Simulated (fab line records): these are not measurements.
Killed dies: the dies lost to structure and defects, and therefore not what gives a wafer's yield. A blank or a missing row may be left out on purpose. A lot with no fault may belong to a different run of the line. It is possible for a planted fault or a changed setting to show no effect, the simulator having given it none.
Comparing a struck lot with a sound one + flow gf180mcu + 33 out of 602 route steps
Sound: these wafers, L129.1, L129.3, L129.4. Struck: wafers L118.2, L118.3, L118.6. Last of all comes the cause.
Per side, at each step with rows, come the tool, then ch with its chambers, and then its first start. Under that, the readings that differ: sound wafers + struck wafers + difference of the means + sigmas: that difference in standard deviations of wafers without a fault.
alike: same words and numbers on both sides, and readings whose means sit less than 2 such deviations apart. not compared: any withheld reading, any reading some wafer has no value for, any bound like >300 that may hide the same value, and any number with overlapping values for which the record gives no deviation.
Wherever a step has rows on one side only, a row that says differs or no value, or a row with sigmas, the two part there. Numbers that have no deviation but don't overlap get no sigmas and don't part them. A reading missing from all wafers of one side parts the sides only when that side holds two or more wafers.

first, 10 steps without rows for these wafers: GF_POLY_GATE_HMDS_03 (prime time 60 s); GF_POLY_GATE_COAT_04; GF_POLY_GATE_COAT_05 (resist thk 700 nm); GF_POLY_GATE_SOFTBAKE_06 (time 60 s); GF_POLY_GATE_EXPOSE_07 (exposes mask Poly2, target cd 280 nm); GF_POLY_GATE_PEB_08 (peb time 90 s); GF_POLY_GATE_DEVELOP_09 (develop time 60 s); GF_POLY_GATE_ETCH_12 (etches BARC in N2/H2); GF_POLY_GATE_ETCH_13 (etches poly-Si in HBr/Cl2, stops on SiO2, target depth 198.5 nm, time 69.6 s); GF_POLY_GATE_STRIP_14 (strips in O2/N2).
GF_POLY_GATE_CLEAN_15: cleans in SC1/SC2, time 150 s.
  sound on wet-bench-01 ch 0, day 15 20:55; struck on wet-bench-01 ch 2, day 12 20:35
then, 21 steps without rows for these wafers: GF_POLY_GATE_OXIDATION_16 (stabilise 600 s, purge 300 s, target thk 4 nm); GF_HV_LDD_DEHYDRATE_00 (time 60 s); GF_HV_LDD_HMDS_01 (prime time 60 s); GF_HV_LDD_COAT_02 (resist thk 1000 nm); GF_HV_LDD_SOFTBAKE_03 (time 60 s); GF_HV_LDD_EXPOSE_04 (exposes mask Nplus LV AREA, target cd 400 nm); GF_HV_LDD_PEB_05; GF_HV_LDD_DEVELOP_06 (develop time 60 s); GF_HV_LDD_IMPLANT_09; GF_HV_LDD_STRIP_10 (strips in O2/N2); GF_HV_LDD_DEHYDRATE_12 (time 60 s); GF_HV_LDD_HMDS_13 (prime time 60 s); GF_HV_LDD_COAT_14 (resist thk 1000 nm); GF_HV_LDD_SOFTBAKE_15 (time 60 s); GF_HV_LDD_EXPOSE_16 (exposes mask Pplus LV AREA, target cd 400 nm); GF_HV_LDD_PEB_17; GF_HV_LDD_DEVELOP_18 (develop time 60 s); GF_HV_LDD_IMPLANT_21; GF_HV_LDD_STRIP_22 (strips in O2/N2); GF_HV_LDD_DEHYDRATE_24 (time 60 s); GF_HV_LDD_HMDS_25 (prime time 60 s).
-- the record jumps here: 20 days lie between the struck wafers' starts before and after (it left off in module HV_LDD and takes up again in module PASSIVATION, whose first step shown is number 602 of the route) --
GF_PASSIVATION_PROBE_99:
  record: rows for the struck wafers here (prober-02, day 32 10:43), none for the sound ones

WHERE THEY PART
Within this record, at GF_PASSIVATION_PROBE_99 only.

WHY: the cause the simulator had injected
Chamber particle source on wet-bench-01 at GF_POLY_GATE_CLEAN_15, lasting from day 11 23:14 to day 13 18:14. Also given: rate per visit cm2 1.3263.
